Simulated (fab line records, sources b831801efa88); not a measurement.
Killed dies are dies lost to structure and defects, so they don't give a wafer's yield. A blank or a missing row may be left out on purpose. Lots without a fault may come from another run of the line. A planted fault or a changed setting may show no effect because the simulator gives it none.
fab line records | flow gf180mcu
record lots=15 wafers=45 last_day=34
route steps=602 shown MIM@521 V5@542
lots that met no fault: from a run of the same line without faults
start_h: hours from the record's first day to the start of the lot's first wafer shown | wait_h: hours since the lot's step before | " the same as in the row above | L1.1+2: a row that stands for several wafers | - no value, or no start given | * or withheld: withheld | < > ~ a bound
route shown NAME@n: a module of which the file shows steps, and the number in the route of the first | usual: mean/standard deviation of fault-free wafers | same: alike in all rows | chamber/n: place in a boat | sites: the reading at each site | _std_site: their standard deviation | _edge_site: outer sites' mean less inner sites' | radius_mm: how far each site lies from the wafer's centre | mask NAME#n: copy n | behind: the tool/chamber that last shaped the wafer | hold: why the lot was held/for how many hours/how that ended | device: the transistor (n, p or np) that didn't switch | end of line: the same wafers' tests at the end of the route | a step without rows: its recipe alone | killed: dies lost to structure and defects at the first sort, not the wafer's yield | map: a wafer's dies, x killed, . not, _ none there
set.NAME: the setting as run; set.NAME@STEP: as run at that earlier step | model.NAME: the simulator's own value behind a step, which no gauge read
steps of the route over a sample of lots; a table a step, a row a wafer
services: from which hour (start_h, from the record's first day; less than 0 if before it) a tool's chamber was out of use, for how many hours, and why
## steps
# step GF_MIM_DEVELOP_18
# recipe develop_time_s=60 dev_temp_c=23
# usual chill_plate_temp_C=22.97/0.098 develop_time_s=60/0
# columns lot.wafer tool chamber start_h wait_h chill_plate_temp_C develop_time_s
L747.1 litho_track-02 0 580.65 0.1 22.96 60
L747.3 " 0 " " 22.93 60
L747.6 " 0 " " 22.88 60
L748.2 litho_track-04 0 587.82 0.1 22.94 60
L748.3 " 0 " " 22.95 60
L748.4 " 0 " " 22.96 60
L750.1 litho_track-02 0 607.85 0.1 22.79 60
L750.4 " 0 " " 22.87 60
L750.5 " 0 " " 22.88 60
L751.3 litho_track-03 0 615.01 0.1 22.99 60
L751.4 " 0 " " 22.99 60
L751.5 " 0 " " 22.93 60
L752.1 litho_track-04 0 621.40 0.1 23.00 60
L752.2 " 0 " " 22.90 60
L752.4 " 0 " " 22.78 60
L753.1 litho_track-03 0 632.91 0.1 23.01 60
L753.4 " 0 " " 22.96 60
L753.5 " 0 " " 22.91 60
L757.1 litho_track-02 - 666.70 0.1 - -
L757.3 " - " " - -
L757.4 " - " " - -
L758.1 litho_track-02 - 670.45 0.1 - -
L758.3 " - " " - -
L758.4 " - " " - -
L759.1 litho_track-03 - 680.71 0.1 - -
L759.3 " - " " - -
L759.6 " - " " - -
L764.1 litho_track-02 0 722.00 0.1 23.05 60
L764.3 " 0 " " 23.02 60
L764.6 " 0 " " 23.09 60
L766.2 litho_track-04 0 723.72 0.1 22.96 60
L766.4 " 0 " " 22.89 60
L766.6 " 0 " " 23.08 60
L767.3 litho_track-04 0 725.95 0.1 22.91 60
L767.4 " 0 " " 22.90 60
L767.5 " 0 " " 22.93 60
L768.1 litho_track-03 0 736.16 0.1 22.90 60
L768.4 " 0 " " 23.01 60
L768.5 " 0 " " 22.93 60
L769.2 litho_track-04 0 738.87 0.1 22.99 60
L769.3 " 0 " " 23.10 60
L769.6 " 0 " " 23.05 60
L770.1 litho_track-03 0 745.96 0.1 23.04 60
L770.5 " 0 " " 23.11 60
L770.6 " 0 " " 22.95 60
# step GF_V5_CVD_02
# recipe material=SiO2 target_thk_nm=1450 precursor=TEOS temp_c=400 time_s=163.28 rf_w=600
# usual heater_power_w=648/110
# same time_s=163.28
# columns lot.wafer tool chamber start_h wait_h heater_power_w
L747.1 pecvd-02 0 603.40 0.1 854
L747.3 " 2 " " 529
L747.6 " 0 " " 714
L748.2 pecvd-02 0 609.60 0.0 879
L748.3 " 1 " " 662
L748.4 " 0 " " 715
L750.1 pecvd-04 0 629.24 0.1 540
L750.4 " 1 " " 699
L750.5 " 2 " " 642
L751.3 pecvd-02 2 637.11 0.0 508
L751.4 " 2 " " 546
L751.5 " 0 " " 875
L752.1 pecvd-04 1 643.57 0.1 577
L752.2 " 0 " " 539
L752.4 " 0 " " 621
L753.1 pecvd-04 1 653.61 0.1 608
L753.4 " 0 " " 617
L753.5 " 2 " " 532
L764.1 pecvd-02 0 740.41 0.1 851
L764.3 " 2 " " 516
L764.6 " 0 " " 708
L766.2 pecvd-02 0 743.20 0.0 835
L766.4 " 2 " " 450
L766.6 " 0 " " 711
L767.3 pecvd-02 2 745.16 0.0 570
L767.4 " 0 " " 854
L767.5 " 1 " " 603
L768.1 pecvd-02 1 754.26 0.1 718
L768.4 " 1 " " 590
L768.5 " 0 " " 897
L769.2 pecvd-03 1 757.37 0.0 700
L769.3 " 2 " " 848
L769.6 " 2 " " 701
L770.1 pecvd-04 1 763.75 0.1 705
L770.5 " 1 " " 579
L770.6 " 2 " " 536
# step GF_V5_THK_MEAS_03
# recipe reads=SiO2_of_V5_CVD_02
# usual V5_CVD_02_THK=1454/19
# columns lot.wafer tool chamber start_h wait_h V5_CVD_02_THK[nm]
L747.1 film_metro-04 - 603.51 0.1 1452
L747.3 " - " " 1436
L747.6 " - " " 1460
L748.2 film_metro-02 - 609.72 0.1 1435
L748.3 " - " " 1436
L748.4 " - " " 1442
L750.1 film_metro-02 - 629.35 0.1 1440
L750.4 " - " " 1482
L750.5 " - " " 1472
L751.3 film_metro-01 - 637.24 0.1 1462
L751.4 " - " " 1483
L751.5 " - " " 1487
L752.1 film_metro-02 - 643.68 0.1 1451
L752.2 " - " " 1464
L752.4 " - " " 1472
L753.1 film_metro-04 - 653.72 0.1 1462
L753.4 " - " " 1480
L753.5 " - " " 1474
L764.1 film_metro-02 - 740.52 0.1 1441
L764.3 " - " " 1453
L764.6 " - " " 1456
L766.2 film_metro-01 - 743.31 0.1 1449
L766.4 " - " " 1439
L766.6 " - " " 1467
L767.3 film_metro-01 - 745.28 0.1 1424
L767.4 " - " " 1458
L767.5 " - " " 1442
L768.1 film_metro-04 - 754.37 0.1 1453
L768.4 " - " " 1482
L768.5 " - " " 1452
L769.2 film_metro-04 - 757.49 0.1 1448
L769.3 " - " " 1432
L769.6 " - " " 1431
L770.1 film_metro-01 - 763.86 0.1 1437
L770.5 " - " " 1468
L770.6 " - " " 1463
# step GF_V5_STRIP_18
# recipe chemistry=O2/N2 power_w=1400 pressure_mtorr=1500 platen_temp_c=250 o2_flow_sccm=3000 n2_flow_sccm=300 overash_fraction=0.5
# usual drypump_motor_current_A=5.8/0.35 heater_power_w=332/20 o2_flow_sccm=2999/8.7 oes_product_au=0.570/0.0048
# columns lot.wafer tool chamber start_h wait_h drypump_motor_current_A heater_power_w o2_flow_sccm oes_product_au rf_hours_counter_h
L747.1 plasma_asher-03 0 624.22 - 5.7 317 2991 0.572 23
L747.3 " 0 " " 5.7 340 2995 0.567 -
L747.6 " 1 " " 5.1 353 3008 0.569 -
L748.2 plasma_asher-02 0 629.51 - 6.3 299 2992 0.562 56
L748.3 " 1 " " 5.7 333 3000 0.568 -
L748.4 " 0 " " 6.2 299 3003 0.570 -
L750.1 plasma_asher-02 0 649.76 - 6.3 302 3000 0.573 58
L750.4 " 1 " " 5.7 320 2990 0.572 -
L750.5 " 0 " " 6.3 304 2995 0.564 -
L751.3 plasma_asher-02 1 658.10 - 5.7 324 3001 0.568 -
L751.4 " 0 " " 6.3 295 3005 0.562 -
L751.5 " 1 " " 5.7 318 2999 0.569 -
L752.1 plasma_asher-03 0 663.75 - 5.8 317 2992 0.563 27
L752.2 " 1 " " 5.1 355 3004 0.567 27
L752.4 " 1 " " 5.1 359 3006 0.574 -
L753.1 plasma_asher-01 1 674.25 - 5.3 339 2997 0.569 93
L753.4 " 0 " " 6.0 356 3001 0.567 -
L753.5 " 0 " " 6.0 360 2999 0.577 -
L764.1 plasma_asher-01 0 758.40 - 6.0 349 2979 0.571 103
L764.3 " 1 " " 5.4 338 3005 0.565 -
L764.6 " 1 " " 5.3 353 2992 0.574 -
L766.2 plasma_asher-01 0 760.41 - 6.0 345 2995 0.571 103
L766.4 " 0 " " 6.0 356 3003 0.574 -
L766.6 " 1 " " 5.4 340 3006 0.563 -
L767.3 plasma_asher-01 1 763.34 - 5.4 342 2999 0.569 -
L767.4 " 0 " " 6.0 359 3000 0.565 -
L767.5 " 0 " " 6.0 345 3004 0.568 -
L768.1 plasma_asher-02 1 771.20 - 5.7 319 2987 0.572 70
L768.4 " 0 " " 6.3 301 3005 0.571 -
L768.5 " 1 " " 5.7 326 2999 0.574 -
L769.2 plasma_asher-01 1 775.20 - 5.4 348 3009 0.575 104
L769.3 " 1 " " 5.3 342 3004 0.563 -
L769.6 " 0 " " 6.0 352 3002 0.572 -
L770.1 plasma_asher-01 0 779.90 - 6.0 350 2995 0.576 105
L770.5 " 1 " " 5.3 344 3002 0.568 -
L770.6 " 0 " " 6.0 362 2998 0.571 -
## services
# columns tool chamber start_h hours kind
plasma_asher-03 - 559.39 0.5 repair
pecvd-04 2 575.96 26.8 repair
pecvd-04 - 577.69 5.5 pm
pecvd-03 - 591.12 14.0 pm
pecvd-03 0 591.12 14.0 vent_cycle
pecvd-03 1 591.12 14.0 vent_cycle
pecvd-03 2 591.12 14.0 vent_cycle
plasma_asher-02 - 600.52 2.6 repair
pecvd-03 0 605.12 - clean
pecvd-03 1 605.12 - clean
pecvd-03 2 605.12 - clean
pecvd-04 - 608.96 2.8 pm
pecvd-03 - 610.57 6.0 pm
plasma_asher-03 - 633.39 2.4 repair
pecvd-02 - 664.46 5.5 pm
pecvd-04 - 669.11 1.1 repair
pecvd-03 - 716.27 1.9 repair
plasma_asher-02 - 734.08 10.8 repair
pecvd-03 - 737.26 2.8 pm
pecvd-04 - 740.88 14.6 pm
plasma_asher-01 - 751.18 2.6 repair
plasma_asher-03 - 764.40 2.8 pm
## key
first_sign step=GF_MIM_DEVELOP_18 reading=tool_record direction=missing
effect none on later readings
met_at GF_MIM_DEVELOP_18
struck_lots L757,L758,L759
later_rows_left_out L757.1,L757.3,L757.4,L758.1,L758.3,L758.4,L759.1,L759.3,L759.6
sort_left_out L757.1,L757.3,L757.4,L758.1,L758.3,L758.4,L759.1,L759.3,L759.6
not_acting_at GF_V5_CVD_02,GF_V5_THK_MEAS_03,GF_V5_STRIP_18
onset_between 632.91 666.70
fault kind=skipped_step_whole tool=litho_track-02,litho_track-03 chamber=- onset_h=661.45 steps=GF_MIM_DEVELOP_18 scope=struck_lots_only
# sort_left_out: the simulated sort isn't trusted on such a fault, so these wafers' sort isn't shown, and their yield isn't known
# later_rows_left_out: the simulator's readings of these wafers behind a module that went badly wrong aren't trusted and aren't shown, but for the sort
